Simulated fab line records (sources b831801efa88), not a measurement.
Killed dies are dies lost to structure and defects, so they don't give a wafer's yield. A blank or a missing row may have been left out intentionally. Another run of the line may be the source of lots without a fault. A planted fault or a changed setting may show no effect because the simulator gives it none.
fab line records :: flow sky130 :: part 2 of 2: steps 30 to 40 of 40
record:
  lots: 5
  wafers: 15
  last-day: 49
route steps=708 shown RES_PROTECT@212 POLY_GATE@213 LDD_N@237
lots with no fault: from the same line, run without faults
start-h: hours from the record's opening day to when the first of the lot's shown wafers began :: wait-h: hours since the lot's step before :: " the same as in the row above :: L1.1+2: a row that stands for several wafers :: - either no value or no given start :: * or withheld: withheld :: < > ~ a bound
route shown NAME@n: a module of which the file shows steps, and the number in the route of the first :: usual: average and standard deviation across the fault-free wafers :: same: alike in all rows :: chamber/n: place in a boat :: sites: per-site readings :: _std_site: standard deviation across them :: _edge_site: inner sites' mean taken away from outer sites' mean :: radius-mm: for every site, how far away it sits from the centre of the wafer :: mask NAME#n: copy n :: behind: the tool/chamber that last shaped the wafer :: hold: why the lot went on hold/how many hours it stayed there/how the hold came to an end :: device: names the non-switching transistor (n, p or np) :: end of line: the same wafers' tests at the end of the route :: a step with no rows: only its recipe :: killed: dies lost to structure and defects at the first sort, not the wafer's yield :: map: dies across one wafer; x = killed, . = not, _ = none there
set.NAME: the setting the step ran with; set.NAME@STEP: the setting that earlier step ran with :: model.NAME: the simulator's own value behind a step, which no gauge read
lots at some steps of the route; a table a step, a row a wafer
services: when a tool's chamber went out of use (start-h, in hours from the record's first day, below 0 if earlier), for how many hours, and the reason
== steps ==
step: SKY_LDD_N_EXPOSE_04
recipe:
  mask-id: NTM
  target-cd-nm: 840
  na: 0.6
  source-shape: conventional
  sigma-outer: 0.6
  dose-mj: 110
usual:
  stage-vel-mm-s: 499.92/0.25
same:
  na: 0.6
lot.wafer: L076.1
tool: iline-stepper-01
chamber: 0
start-h: -
wait-h: -
mask: NTM#0
stage-vel-mm-s: 499.64

lot.wafer: L076.5
tool: iline-stepper-01
chamber: 0
start-h: -
wait-h: -
mask: NTM#0
stage-vel-mm-s: 499.77

lot.wafer: L076.6
tool: iline-stepper-01
chamber: 0
start-h: -
wait-h: -
mask: NTM#0
stage-vel-mm-s: 499.92

lot.wafer: L079.1
tool: iline-stepper-02
chamber: 0
start-h: -
wait-h: -
mask: NTM#0
stage-vel-mm-s: 499.83

lot.wafer: L079.2
tool: iline-stepper-02
chamber: 0
start-h: -
wait-h: -
mask: NTM#0
stage-vel-mm-s: 499.96

lot.wafer: L079.3
tool: iline-stepper-02
chamber: 0
start-h: -
wait-h: -
mask: NTM#0
stage-vel-mm-s: 499.82

lot.wafer: L083.1
tool: iline-stepper-02
chamber: 0
start-h: -
wait-h: -
mask: NTM#0
stage-vel-mm-s: 499.93

lot.wafer: L083.2
tool: iline-stepper-02
chamber: 0
start-h: -
wait-h: -
mask: NTM#0
stage-vel-mm-s: 499.95

lot.wafer: L083.4
tool: iline-stepper-02
chamber: 0
start-h: -
wait-h: -
mask: NTM#0
stage-vel-mm-s: 499.70

lot.wafer: L085.1
tool: iline-stepper-02
chamber: 0
start-h: -
wait-h: -
mask: NTM#0
stage-vel-mm-s: 499.81

lot.wafer: L085.3
tool: iline-stepper-02
chamber: 0
start-h: -
wait-h: -
mask: NTM#0
stage-vel-mm-s: 499.83

lot.wafer: L085.6
tool: iline-stepper-02
chamber: 0
start-h: -
wait-h: -
mask: NTM#0
stage-vel-mm-s: 500.01

lot.wafer: L092.3
tool: iline-stepper-02
chamber: 0
start-h: -
wait-h: -
mask: NTM#0
stage-vel-mm-s: 499.96

lot.wafer: L092.5
tool: iline-stepper-02
chamber: 0
start-h: -
wait-h: -
mask: NTM#0
stage-vel-mm-s: 499.96

lot.wafer: L092.6
tool: iline-stepper-02
chamber: 0
start-h: -
wait-h: -
mask: NTM#0
stage-vel-mm-s: 499.68
step: SKY_LDD_N_PEB_05
recipe:
  temp-c: withheld
  time-s: *
  resist: NOVOLAK
lot.wafer: L076.1+5+6
tool: litho-track-01
chamber: 0
start-h: -
wait-h: -

lot.wafer: L079.1+2+3
tool: litho-track-04
chamber: 0
start-h: -
wait-h: -

lot.wafer: L083.1+2+4
tool: litho-track-01
chamber: 0
start-h: -
wait-h: -

lot.wafer: L085.1+3+6
tool: litho-track-02
chamber: 0
start-h: -
wait-h: -

lot.wafer: L092.3+5+6
tool: litho-track-02
chamber: 0
start-h: -
wait-h: -
step: SKY_LDD_N_DEVELOP_06
recipe:
  develop-time-s: 60
  dev-temp-c: 23
lot.wafer: L076.1+5+6
tool: litho-track-01
chamber: 0
start-h: 428.48
wait-h: 0.1

lot.wafer: L079.1+2+3
tool: litho-track-04
chamber: 0
start-h: 448.22
wait-h: 0.1

lot.wafer: L083.1+2+4
tool: litho-track-01
chamber: 0
start-h: 480.48
wait-h: 0.1

lot.wafer: L085.1+3+6
tool: litho-track-02
chamber: 0
start-h: 510.56
wait-h: 0.1

lot.wafer: L092.3+5+6
tool: litho-track-02
chamber: 0
start-h: 556.96
wait-h: 0.1
step: SKY_LDD_N_OVL_MEAS_07
usual:
  LDD_N_OVL: -0.8/1.6
lot.wafer: L076.1
tool: overlay-02
chamber: -
start-h: 428.63
wait-h: 0.1
LDD_N_OVL[nm]: 1.7

lot.wafer: L076.5
tool: overlay-02
chamber: -
start-h: 428.63
wait-h: 0.1
LDD_N_OVL[nm]: 1.3

lot.wafer: L076.6
tool: overlay-02
chamber: -
start-h: 428.63
wait-h: 0.1
LDD_N_OVL[nm]: 0.3

lot.wafer: L079.1
tool: overlay-02
chamber: -
start-h: 448.37
wait-h: 0.1
LDD_N_OVL[nm]: -2.3

lot.wafer: L079.2
tool: overlay-02
chamber: -
start-h: 448.37
wait-h: 0.1
LDD_N_OVL[nm]: -0.8

lot.wafer: L079.3
tool: overlay-02
chamber: -
start-h: 448.37
wait-h: 0.1
LDD_N_OVL[nm]: -1.5

lot.wafer: L083.1
tool: overlay-01
chamber: -
start-h: 480.63
wait-h: 0.1
LDD_N_OVL[nm]: -1.3

lot.wafer: L083.2
tool: overlay-01
chamber: -
start-h: 480.63
wait-h: 0.1
LDD_N_OVL[nm]: -0.9

lot.wafer: L083.4
tool: overlay-01
chamber: -
start-h: 480.63
wait-h: 0.1
LDD_N_OVL[nm]: -3.1

lot.wafer: L085.1
tool: overlay-02
chamber: -
start-h: 510.71
wait-h: 0.1
LDD_N_OVL[nm]: -1.4

lot.wafer: L085.3
tool: overlay-02
chamber: -
start-h: 510.71
wait-h: 0.1
LDD_N_OVL[nm]: -1.3

lot.wafer: L085.6
tool: overlay-02
chamber: -
start-h: 510.71
wait-h: 0.1
LDD_N_OVL[nm]: -0.1

lot.wafer: L092.3
tool: overlay-01
chamber: -
start-h: 557.07
wait-h: 0.1
LDD_N_OVL[nm]: 0.9

lot.wafer: L092.5
tool: overlay-01
chamber: -
start-h: 557.07
wait-h: 0.1
LDD_N_OVL[nm]: -1.8

lot.wafer: L092.6
tool: overlay-01
chamber: -
start-h: 557.07
wait-h: 0.1
LDD_N_OVL[nm]: -0.3
step: SKY_LDD_N_IMPLANT_08
recipe:
  species: As
  energy-kev: 20
  dose-cm2: 7.5e+13
  tilt-deg: withheld
  rotation-deg: 23
usual:
  faraday-current-uA: 422/8.8
lot.wafer: L076.1
tool: implanter-02
chamber: 0
start-h: 428.66
wait-h: 0.0
faraday-current-uA: 415

lot.wafer: L076.5
tool: implanter-02
chamber: 0
start-h: 428.66
wait-h: 0.0
faraday-current-uA: 425

lot.wafer: L076.6
tool: implanter-02
chamber: 0
start-h: 428.66
wait-h: 0.0
faraday-current-uA: 436

lot.wafer: L079.1
tool: implanter-04
chamber: 0
start-h: 448.41
wait-h: 0.0
faraday-current-uA: 436

lot.wafer: L079.2
tool: implanter-04
chamber: 0
start-h: 448.41
wait-h: 0.0
faraday-current-uA: 429

lot.wafer: L079.3
tool: implanter-04
chamber: 0
start-h: 448.41
wait-h: 0.0
faraday-current-uA: 416

lot.wafer: L083.1
tool: implanter-03
chamber: 0
start-h: 480.66
wait-h: 0.0
faraday-current-uA: 426

lot.wafer: L083.2
tool: implanter-03
chamber: 0
start-h: 480.66
wait-h: 0.0
faraday-current-uA: 442

lot.wafer: L083.4
tool: implanter-03
chamber: 0
start-h: 480.66
wait-h: 0.0
faraday-current-uA: 424

lot.wafer: L085.1
tool: implanter-02
chamber: 0
start-h: 510.75
wait-h: 0.0
faraday-current-uA: 436

lot.wafer: L085.3
tool: implanter-02
chamber: 0
start-h: 510.75
wait-h: 0.0
faraday-current-uA: 433

lot.wafer: L085.6
tool: implanter-02
chamber: 0
start-h: 510.75
wait-h: 0.0
faraday-current-uA: 412

lot.wafer: L092.3
tool: implanter-03
chamber: 0
start-h: 557.15
wait-h: 0.1
faraday-current-uA: 437

lot.wafer: L092.5
tool: implanter-03
chamber: 0
start-h: 557.15
wait-h: 0.1
faraday-current-uA: 419

lot.wafer: L092.6
tool: implanter-03
chamber: 0
start-h: 557.15
wait-h: 0.1
faraday-current-uA: 434
step: SKY_LDD_N_IMPLANT_09
recipe:
  species: As
  energy-kev: 20
  dose-cm2: 7.5e+13
  tilt-deg: withheld
  rotation-deg: 113
usual:
  faraday-current-uA: 423/8.3
lot.wafer: L076.1
tool: implanter-02
chamber: 0
start-h: 428.81
wait-h: 0.1
faraday-current-uA: 413

lot.wafer: L076.5
tool: implanter-02
chamber: 0
start-h: 428.81
wait-h: 0.1
faraday-current-uA: 430

lot.wafer: L076.6
tool: implanter-02
chamber: 0
start-h: 428.81
wait-h: 0.1
faraday-current-uA: 421

lot.wafer: L079.1
tool: implanter-04
chamber: 0
start-h: 448.56
wait-h: 0.1
faraday-current-uA: 423

lot.wafer: L079.2
tool: implanter-04
chamber: 0
start-h: 448.56
wait-h: 0.1
faraday-current-uA: 429

lot.wafer: L079.3
tool: implanter-04
chamber: 0
start-h: 448.56
wait-h: 0.1
faraday-current-uA: 435

lot.wafer: L083.1
tool: implanter-03
chamber: 0
start-h: 480.81
wait-h: 0.1
faraday-current-uA: 431

lot.wafer: L083.2
tool: implanter-03
chamber: 0
start-h: 480.81
wait-h: 0.1
faraday-current-uA: 424

lot.wafer: L083.4
tool: implanter-03
chamber: 0
start-h: 480.81
wait-h: 0.1
faraday-current-uA: 447

lot.wafer: L085.1
tool: implanter-02
chamber: 0
start-h: 510.90
wait-h: 0.1
faraday-current-uA: 432

lot.wafer: L085.3
tool: implanter-02
chamber: 0
start-h: 510.90
wait-h: 0.1
faraday-current-uA: 428

lot.wafer: L085.6
tool: implanter-02
chamber: 0
start-h: 510.90
wait-h: 0.1
faraday-current-uA: 410

lot.wafer: L092.3
tool: implanter-03
chamber: 0
start-h: 557.30
wait-h: 0.1
faraday-current-uA: 421

lot.wafer: L092.5
tool: implanter-03
chamber: 0
start-h: 557.30
wait-h: 0.1
faraday-current-uA: 433

lot.wafer: L092.6
tool: implanter-03
chamber: 0
start-h: 557.30
wait-h: 0.1
faraday-current-uA: 447
step: SKY_LDD_N_IMPLANT_10
recipe:
  species: As
  energy-kev: 20
  dose-cm2: 7.5e+13
  tilt-deg: withheld
  rotation-deg: 203
usual:
  faraday-current-uA: 423/8.7
lot.wafer: L076.1
tool: implanter-02
chamber: 0
start-h: 428.96
wait-h: 0.1
faraday-current-uA: 424

lot.wafer: L076.5
tool: implanter-02
chamber: 0
start-h: 428.96
wait-h: 0.1
faraday-current-uA: 428

lot.wafer: L076.6
tool: implanter-02
chamber: 0
start-h: 428.96
wait-h: 0.1
faraday-current-uA: 438

lot.wafer: L079.1
tool: implanter-04
chamber: 0
start-h: 448.71
wait-h: 0.1
faraday-current-uA: 431

lot.wafer: L079.2
tool: implanter-04
chamber: 0
start-h: 448.71
wait-h: 0.1
faraday-current-uA: 440

lot.wafer: L079.3
tool: implanter-04
chamber: 0
start-h: 448.71
wait-h: 0.1
faraday-current-uA: 431

lot.wafer: L083.1
tool: implanter-03
chamber: 0
start-h: 480.96
wait-h: 0.1
faraday-current-uA: 421

lot.wafer: L083.2
tool: implanter-03
chamber: 0
start-h: 480.96
wait-h: 0.1
faraday-current-uA: 422

lot.wafer: L083.4
tool: implanter-03
chamber: 0
start-h: 480.96
wait-h: 0.1
faraday-current-uA: 436

lot.wafer: L085.1
tool: implanter-02
chamber: 0
start-h: 511.05
wait-h: 0.1
faraday-current-uA: 412

lot.wafer: L085.3
tool: implanter-02
chamber: 0
start-h: 511.05
wait-h: 0.1
faraday-current-uA: 422

lot.wafer: L085.6
tool: implanter-02
chamber: 0
start-h: 511.05
wait-h: 0.1
faraday-current-uA: 421

lot.wafer: L092.3
tool: implanter-03
chamber: 0
start-h: 557.45
wait-h: 0.1
faraday-current-uA: 418

lot.wafer: L092.5
tool: implanter-03
chamber: 0
start-h: 557.45
wait-h: 0.1
faraday-current-uA: 416

lot.wafer: L092.6
tool: implanter-03
chamber: 0
start-h: 557.45
wait-h: 0.1
faraday-current-uA: 422
step: SKY_LDD_N_IMPLANT_11
recipe:
  species: As
  energy-kev: 20
  dose-cm2: 7.5e+13
  tilt-deg: withheld
  rotation-deg: 293
usual:
  faraday-current-uA: 423/8.1
lot.wafer: L076.1
tool: implanter-02
chamber: 0
start-h: 429.11
wait-h: 0.1
faraday-current-uA: 427

lot.wafer: L076.5
tool: implanter-02
chamber: 0
start-h: 429.11
wait-h: 0.1
faraday-current-uA: 419

lot.wafer: L076.6
tool: implanter-02
chamber: 0
start-h: 429.11
wait-h: 0.1
faraday-current-uA: 418

lot.wafer: L079.1
tool: implanter-04
chamber: 0
start-h: 448.86
wait-h: 0.1
faraday-current-uA: 424

lot.wafer: L079.2
tool: implanter-04
chamber: 0
start-h: 448.86
wait-h: 0.1
faraday-current-uA: 441

lot.wafer: L079.3
tool: implanter-04
chamber: 0
start-h: 448.86
wait-h: 0.1
faraday-current-uA: 426

lot.wafer: L083.1
tool: implanter-03
chamber: 0
start-h: 481.11
wait-h: 0.1
faraday-current-uA: 406

lot.wafer: L083.2
tool: implanter-03
chamber: 0
start-h: 481.11
wait-h: 0.1
faraday-current-uA: 437

lot.wafer: L083.4
tool: implanter-03
chamber: 0
start-h: 481.11
wait-h: 0.1
faraday-current-uA: 414

lot.wafer: L085.1
tool: implanter-02
chamber: 0
start-h: 511.20
wait-h: 0.1
faraday-current-uA: 439

lot.wafer: L085.3
tool: implanter-02
chamber: 0
start-h: 511.20
wait-h: 0.1
faraday-current-uA: 409

lot.wafer: L085.6
tool: implanter-02
chamber: 0
start-h: 511.20
wait-h: 0.1
faraday-current-uA: 423

lot.wafer: L092.3
tool: implanter-03
chamber: 0
start-h: 557.60
wait-h: 0.1
faraday-current-uA: 419

lot.wafer: L092.5
tool: implanter-03
chamber: 0
start-h: 557.60
wait-h: 0.1
faraday-current-uA: 424

lot.wafer: L092.6
tool: implanter-03
chamber: 0
start-h: 557.60
wait-h: 0.1
faraday-current-uA: 419
step: SKY_LDD_N_IMPLANT_12
recipe:
  species: BF2
  energy-kev: 50
  dose-cm2: 5e+12
  tilt-deg: 30
  rotation-deg: 0
usual:
  faraday-current-uA: 28.2/0.53
lot.wafer: L076.1
tool: implanter-02
chamber: 0
start-h: 429.26
wait-h: 0.1
faraday-current-uA: 29.2

lot.wafer: L076.5
tool: implanter-02
chamber: 0
start-h: 429.26
wait-h: 0.1
faraday-current-uA: 28.0

lot.wafer: L076.6
tool: implanter-02
chamber: 0
start-h: 429.26
wait-h: 0.1
faraday-current-uA: 28.3

lot.wafer: L079.1
tool: implanter-04
chamber: 0
start-h: 449.01
wait-h: 0.1
faraday-current-uA: 27.1

lot.wafer: L079.2
tool: implanter-04
chamber: 0
start-h: 449.01
wait-h: 0.1
faraday-current-uA: 28.6

lot.wafer: L079.3
tool: implanter-04
chamber: 0
start-h: 449.01
wait-h: 0.1
faraday-current-uA: 27.2

lot.wafer: L083.1
tool: implanter-03
chamber: 0
start-h: 481.26
wait-h: 0.1
faraday-current-uA: 28.2

lot.wafer: L083.2
tool: implanter-03
chamber: 0
start-h: 481.26
wait-h: 0.1
faraday-current-uA: 28.6

lot.wafer: L083.4
tool: implanter-03
chamber: 0
start-h: 481.26
wait-h: 0.1
faraday-current-uA: 27.7

lot.wafer: L085.1
tool: implanter-02
chamber: 0
start-h: 511.35
wait-h: 0.1
faraday-current-uA: 29.0

lot.wafer: L085.3
tool: implanter-02
chamber: 0
start-h: 511.35
wait-h: 0.1
faraday-current-uA: 28.8

lot.wafer: L085.6
tool: implanter-02
chamber: 0
start-h: 511.35
wait-h: 0.1
faraday-current-uA: 27.5

lot.wafer: L092.3
tool: implanter-03
chamber: 0
start-h: 557.75
wait-h: 0.1
faraday-current-uA: 27.2

lot.wafer: L092.5
tool: implanter-03
chamber: 0
start-h: 557.75
wait-h: 0.1
faraday-current-uA: 28.4

lot.wafer: L092.6
tool: implanter-03
chamber: 0
start-h: 557.75
wait-h: 0.1
faraday-current-uA: 28.0
step: SKY_LDD_N_IMPLANT_13
recipe:
  species: BF2
  energy-kev: 50
  dose-cm2: 5e+12
  tilt-deg: 30
  rotation-deg: 90
usual:
  faraday-current-uA: 28.3/0.54
lot.wafer: L076.1
tool: implanter-02
chamber: 0
start-h: 429.41
wait-h: 0.1
faraday-current-uA: 28.1

lot.wafer: L076.5
tool: implanter-02
chamber: 0
start-h: 429.41
wait-h: 0.1
faraday-current-uA: 28.7

lot.wafer: L076.6
tool: implanter-02
chamber: 0
start-h: 429.41
wait-h: 0.1
faraday-current-uA: 28.5

lot.wafer: L079.1
tool: implanter-04
chamber: 0
start-h: 449.16
wait-h: 0.1
faraday-current-uA: 28.1

lot.wafer: L079.2
tool: implanter-04
chamber: 0
start-h: 449.16
wait-h: 0.1
faraday-current-uA: 28.1

lot.wafer: L079.3
tool: implanter-04
chamber: 0
start-h: 449.16
wait-h: 0.1
faraday-current-uA: 28.0

lot.wafer: L083.1
tool: implanter-03
chamber: 0
start-h: 481.41
wait-h: 0.1
faraday-current-uA: 27.3

lot.wafer: L083.2
tool: implanter-03
chamber: 0
start-h: 481.41
wait-h: 0.1
faraday-current-uA: 28.4

lot.wafer: L083.4
tool: implanter-03
chamber: 0
start-h: 481.41
wait-h: 0.1
faraday-current-uA: 29.1

lot.wafer: L085.1
tool: implanter-02
chamber: 0
start-h: 511.50
wait-h: 0.1
faraday-current-uA: 27.7

lot.wafer: L085.3
tool: implanter-02
chamber: 0
start-h: 511.50
wait-h: 0.1
faraday-current-uA: 28.7

lot.wafer: L085.6
tool: implanter-02
chamber: 0
start-h: 511.50
wait-h: 0.1
faraday-current-uA: 28.2

lot.wafer: L092.3
tool: implanter-03
chamber: 0
start-h: 557.90
wait-h: 0.1
faraday-current-uA: 28.5

lot.wafer: L092.5
tool: implanter-03
chamber: 0
start-h: 557.90
wait-h: 0.1
faraday-current-uA: 27.9

lot.wafer: L092.6
tool: implanter-03
chamber: 0
start-h: 557.90
wait-h: 0.1
faraday-current-uA: 29.2
step: SKY_LDD_N_IMPLANT_14
recipe:
  species: BF2
  energy-kev: 50
  dose-cm2: 5e+12
  tilt-deg: 30
  rotation-deg: 180
usual:
  faraday-current-uA: 28.2/0.56
lot.wafer: L076.1
tool: implanter-02
chamber: 0
start-h: 429.56
wait-h: 0.1
faraday-current-uA: 27.4

lot.wafer: L076.5
tool: implanter-02
chamber: 0
start-h: 429.56
wait-h: 0.1
faraday-current-uA: 28.3

lot.wafer: L076.6
tool: implanter-02
chamber: 0
start-h: 429.56
wait-h: 0.1
faraday-current-uA: 28.3

lot.wafer: L079.1
tool: implanter-04
chamber: 0
start-h: 449.31
wait-h: 0.1
faraday-current-uA: 27.5

lot.wafer: L079.2
tool: implanter-04
chamber: 0
start-h: 449.31
wait-h: 0.1
faraday-current-uA: 28.5

lot.wafer: L079.3
tool: implanter-04
chamber: 0
start-h: 449.31
wait-h: 0.1
faraday-current-uA: 27.8

lot.wafer: L083.1
tool: implanter-03
chamber: 0
start-h: 481.56
wait-h: 0.1
faraday-current-uA: 28.1

lot.wafer: L083.2
tool: implanter-03
chamber: 0
start-h: 481.56
wait-h: 0.1
faraday-current-uA: 28.5

lot.wafer: L083.4
tool: implanter-03
chamber: 0
start-h: 481.56
wait-h: 0.1
faraday-current-uA: 27.6

lot.wafer: L085.1
tool: implanter-02
chamber: 0
start-h: 511.65
wait-h: 0.1
faraday-current-uA: 28.6

lot.wafer: L085.3
tool: implanter-02
chamber: 0
start-h: 511.65
wait-h: 0.1
faraday-current-uA: 28.7

lot.wafer: L085.6
tool: implanter-02
chamber: 0
start-h: 511.65
wait-h: 0.1
faraday-current-uA: 28.5

lot.wafer: L092.3
tool: implanter-03
chamber: 0
start-h: 558.05
wait-h: 0.1
faraday-current-uA: 28.0

lot.wafer: L092.5
tool: implanter-03
chamber: 0
start-h: 558.05
wait-h: 0.1
faraday-current-uA: 27.8

lot.wafer: L092.6
tool: implanter-03
chamber: 0
start-h: 558.05
wait-h: 0.1
faraday-current-uA: 27.8
== services ==
tool: iline-stepper-02
chamber: -
start-h: 340.58
hours: 1.7
kind: pm

tool: krf-scanner-02
chamber: -
start-h: 341.79
hours: 1.0
kind: pm

tool: rie-diel-04
chamber: 1
start-h: 351.42
hours: 8.2
kind: repair

tool: furnace-02
chamber: -
start-h: 355.94
hours: 59.7
kind: pm

tool: rie-diel-04
chamber: 0
start-h: 357.67
hours: 11.8
kind: repair

tool: implanter-03
chamber: -
start-h: 368.28
hours: 1.3
kind: repair

tool: implanter-02
chamber: -
start-h: 368.67
hours: 5.6
kind: pm

tool: rie-si-01
chamber: 2
start-h: 385.29
hours: 10.6
kind: repair

tool: plasma-asher-04
chamber: -
start-h: 387.89
hours: 3.6
kind: repair

tool: implanter-02
chamber: -
start-h: 391.72
hours: 1.5
kind: repair

tool: plasma-asher-04
chamber: -
start-h: 398.66
hours: 17.9
kind: repair

tool: rie-diel-04
chamber: 0
start-h: 405.32
hours: 5.9
kind: repair

tool: lpcvd-02
chamber: -
start-h: 409.20
hours: 6.1
kind: pm

tool: implanter-02
chamber: -
start-h: 432.72
hours: 0.6
kind: repair

tool: implanter-04
chamber: -
start-h: 434.21
hours: 3.2
kind: repair

tool: implanter-04
chamber: -
start-h: 453.14
hours: 8.6
kind: repair

tool: iline-stepper-02
chamber: -
start-h: 455.15
hours: 1.5
kind: repair

tool: iline-stepper-02
chamber: -
start-h: 480.31
hours: 2.1
kind: pm

tool: implanter-04
chamber: -
start-h: 507.83
hours: 3.4
kind: pm

tool: implanter-02
chamber: -
start-h: 519.79
hours: 8.5
kind: repair

tool: implanter-04
chamber: -
start-h: 523.65
hours: 2.4
kind: repair

tool: implanter-04
chamber: -
start-h: 528.61
hours: 1.8
kind: repair

tool: wet-bench-03
chamber: -
start-h: 539.86
hours: 3.0
kind: repair

tool: iline-stepper-02
chamber: -
start-h: 555.08
hours: 1.7
kind: pm
